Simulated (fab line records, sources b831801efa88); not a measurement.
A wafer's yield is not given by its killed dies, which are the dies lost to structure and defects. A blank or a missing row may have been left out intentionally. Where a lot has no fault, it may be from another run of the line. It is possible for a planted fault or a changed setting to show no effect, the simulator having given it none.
Chamber matching    flow sky130    SKY_CONTACT_CMP_27 on cmp-01: 4 sister chambers
The step polishes, stops on SiO2, t overpolish 15 s, target thk 0 nm. 14 wafers are shown with their chamber, then 7 later ones without.

## WAFERS, EACH WITH ITS CHAMBER
wafer   chamber  motor current A (A)  time to endpoint s (s)  head pressure psi (psi)
L744.1  2        12.1                 83.2                    3.506
L744.5  0        13.2                 77.3                    3.486
L744.6  1        11.5                 76.9                    3.497
L751.3  3        10.0                 79.7                    3.510
L751.5  3        10.3                 81.3                    3.501
L751.6  2        11.1                 82.6                    3.500
L754.2  0        13.4                 82.7                    3.499
L754.3  1        11.8                 82.0                    3.503
L754.4  3        11.1                 79.8                    3.491
L753.1  1        11.7                 79.6                    3.495
L753.2  3        11.0                 80.4                    3.493
L753.6  3        10.7                 80.4                    3.500
L761.1  3        10.3                 78.2                    3.496
L761.3  1        11.6                 78.6                    3.504

SIGNATURES, as means of the wafers listed above
reading             chamber 0  chamber 1  chamber 2  chamber 3  scatter within a chamber
motor current A     13.300     11.650     11.600     10.567     0.39
time to endpoint s  80.000     79.275     82.900     79.967     1.84
head pressure psi   3.49250    3.49975    3.50300    3.49850    0.00628
Rule: a wafer lies at a distance from a chamber equal to the root of the sum of squares, over the readings, of (its reading less the chamber's mean, divided by the reading's scatter). If the next closest chamber is less than 2 further off than the closest, the wafer can't be placed; otherwise it belongs to the closest. The scatter: the root of (the sum of the squares of (reading less its chamber's mean) over the shown wafers, divided by (wafers less chambers)).

## WAFERS MISSING THEIR CHAMBER
wafer   motor current A (A)  time to endpoint s (s)  head pressure psi (psi)
L761.5  10.1                 79.4                    3.499
L765.3  10.3                 74.4                    3.498
L765.4  13.3                 77.6                    3.501
L765.5  10.5                 76.0                    3.516
L766.1  11.3                 83.4                    3.511
L766.3  10.8                 79.7                    3.498
L766.5  10.6                 84.7                    3.514

## EACH ONE'S CHAMBER
wafer   from the rows above           in truth
L761.5  3                             3
L765.3  can't be placed: 3 or 1       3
L765.4  0                             0
L765.5  can't be placed: 3 or 1 or 2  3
L766.1  can't be placed: 2 or 1 or 3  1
L766.3  can't be placed: 3 or 1       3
L766.5  can't be placed: 2 or 3 or 1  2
2 of 7 placed correctly. Cannot be placed on the basis of these rows: 5; the candidates contain the true chamber in 5. 0 placed wrongly.
